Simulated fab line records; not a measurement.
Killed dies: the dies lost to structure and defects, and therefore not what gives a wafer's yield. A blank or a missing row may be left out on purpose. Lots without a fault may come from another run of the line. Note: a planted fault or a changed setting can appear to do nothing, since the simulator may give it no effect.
Chamber matching / flow sky130 / hdpcvd-02 running SKY_LI_CONTACT_HDPCVD_00: 3 sister chambers
The step deposits PSG, target thk 930 nm, time 155 s. 3 wafers are shown with their chamber, then 7 later ones without.

WAFERS, EACH WITH ITS CHAMBER
wafer=L907.4; chamber=0; run-length-s (s)=182.5
wafer=L912.1; chamber=2; run-length-s (s)=183.5
wafer=L912.2; chamber=1; run-length-s (s)=183.0

WAFERS WITH NO CHAMBER GIVEN
wafer=L912.4; run-length-s (s)=183.1
wafer=L911.2; run-length-s (s)=183.6
wafer=L911.4; run-length-s (s)=182.3
wafer=L911.5; run-length-s (s)=183.2
wafer=L924.2; run-length-s (s)=182.3
wafer=L926.1; run-length-s (s)=182.4
wafer=L926.5; run-length-s (s)=183.0

EACH ONE'S CHAMBER
wafer=L912.4; from the rows above=1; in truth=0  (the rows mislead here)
wafer=L911.2; from the rows above=2; in truth=2
wafer=L911.4; from the rows above=0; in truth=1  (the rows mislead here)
wafer=L911.5; from the rows above=can't be placed: 1 or 2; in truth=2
wafer=L924.2; from the rows above=0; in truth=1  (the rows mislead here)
wafer=L926.1; from the rows above=0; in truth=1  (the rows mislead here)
wafer=L926.5; from the rows above=1; in truth=1
Correct placement for 2 of the 7. Cannot be placed on the basis of these rows: 1; the candidates contain the true chamber in 1. Placed wrongly: 4.
How it was worked out, from the rows above alone: a wafer's distance from a chamber is the root of the sum, over the readings, of the square of ((its reading less the chamber's mean) divided by the reading's scatter). The wafer belongs to the nearest chamber; if the next one is less than 2 further off, it can't be placed. The mean given for a chamber averages the wafers shown for that chamber. The scatter: with one shown wafer a chamber, the root of the mean of the squares of how far each hidden wafer lies from its nearest shown one.
